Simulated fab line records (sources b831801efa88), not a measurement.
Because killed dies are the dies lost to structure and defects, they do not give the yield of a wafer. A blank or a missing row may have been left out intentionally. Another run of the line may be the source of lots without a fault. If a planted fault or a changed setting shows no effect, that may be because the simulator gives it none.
One fault seen from 2 desks | flow gf180mcu | what lay behind the numbers comes last; until then each desk has only its own

## METROLOGY DESK
What the gauges read, lot by lot, whatever tool the lot ran on: means of the sampled wafers that have a number. Any lot whose mean is over 4 standard deviations away from the usual mean is out of limits and marked OUT; that distance is given in the brackets.
Columns: A = cd_nm at GF_STI_CD_MEAS_12, usual 220.1 nm; B = POLY_GATE_CVD_00_THK at GF_POLY_GATE_THK_MEAS_01, usual 199.6 nm
lot  | first seen here | A     | B
L494 | day 2 06:29     | 220.8 | 200.5
L495 | day 2 10:25     | 221.3 | 200.7
L496 | day 2 16:10     | 219.3 | 204.2
L497 | day 3 01:20     | 219.9 | 196.5
L499 | day 3 08:01     | 219.5 | 200.2
L500 | day 3 13:11     | 220.5 | 202.7
L501 | day 3 18:22     | 219.1 | 199.2
L503 | day 4 05:04     | 219.4 | 201.3
L508 | day 5 06:26     | 220.0 | 230.9 (+16) OUT
L510 | day 5 18:05     | 220.9 | 197.8
L512 | day 6 02:10     | 220.2 | 199.6
L516 | day 7 00:45     | 220.6 | 201.2
This desk's result: L508 out of limits, first on L508 (POLY_GATE_CVD_00_THK at GF_POLY_GATE_THK_MEAS_01), day 12 23:07. In limits: L494, L495, L496, L497, L499, L500, L501, L503, L510, L512, L516.

## AT THE TOOL OWNER'S DESK: lpcvd-01
The tool's own readings at GF_POLY_GATE_CVD_00 (deposits poly-Si, target thk 200 nm, time 1200 s): means of the sampled wafers that have a number, for each lot that ran on this tool. Any lot whose mean is over 4 standard deviations away from the usual mean is out of limits and marked OUT; that distance is given in the brackets.
Columns: A = spike_tc_centre_C at GF_POLY_GATE_CVD_00, usual 621.4 C; B = zone_power_centre_pct at GF_POLY_GATE_CVD_00, usual 10.2 %; C = zone_power_lower_pct at GF_POLY_GATE_CVD_00, usual 9.1 %; D = zone_power_upper_pct at GF_POLY_GATE_CVD_00, usual 8.2 %
lot  | first seen here | A               | B              | C   | D
L497 | day 9 14:08     | 621.2           | 10.6           | 9.5 | 8.2
L501 | day 10 14:31    | 619.9           | 10.5           | 9.5 | 8.3
L508 | day 12 21:47    | 638.7 (+11) OUT | 14.1 (+11) OUT | 7.8 | 6.7
L512 | day 14 01:29    | 623.3           | 9.8            | 9.1 | 7.5
Finding of this desk: L508 out of limits; the first was L508 at day 12 21:47, on spike_tc_centre_C at GF_POLY_GATE_CVD_00. In limits: L497, L501, L512.

## TAKEN TOGETHER
On L508, at day 12 21:47, an alarm was possible from the tool owner's desk.
At day 12 23:07 the metrology desk could have sounded an alarm, on L508.
All the named lots went through GF_POLY_GATE_CVD_00 on lpcvd-01.

## WHAT THE SIMULATOR HAD PUT IN
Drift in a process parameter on lpcvd-01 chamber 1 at GF_POLY_GATE_CVD_00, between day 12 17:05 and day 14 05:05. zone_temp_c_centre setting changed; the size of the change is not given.
Struck lots among those shown: L508.
Time in hours from fault onset to the first out-of-limits reading at each desk: tool owner's desk 5, metrology desk 6.
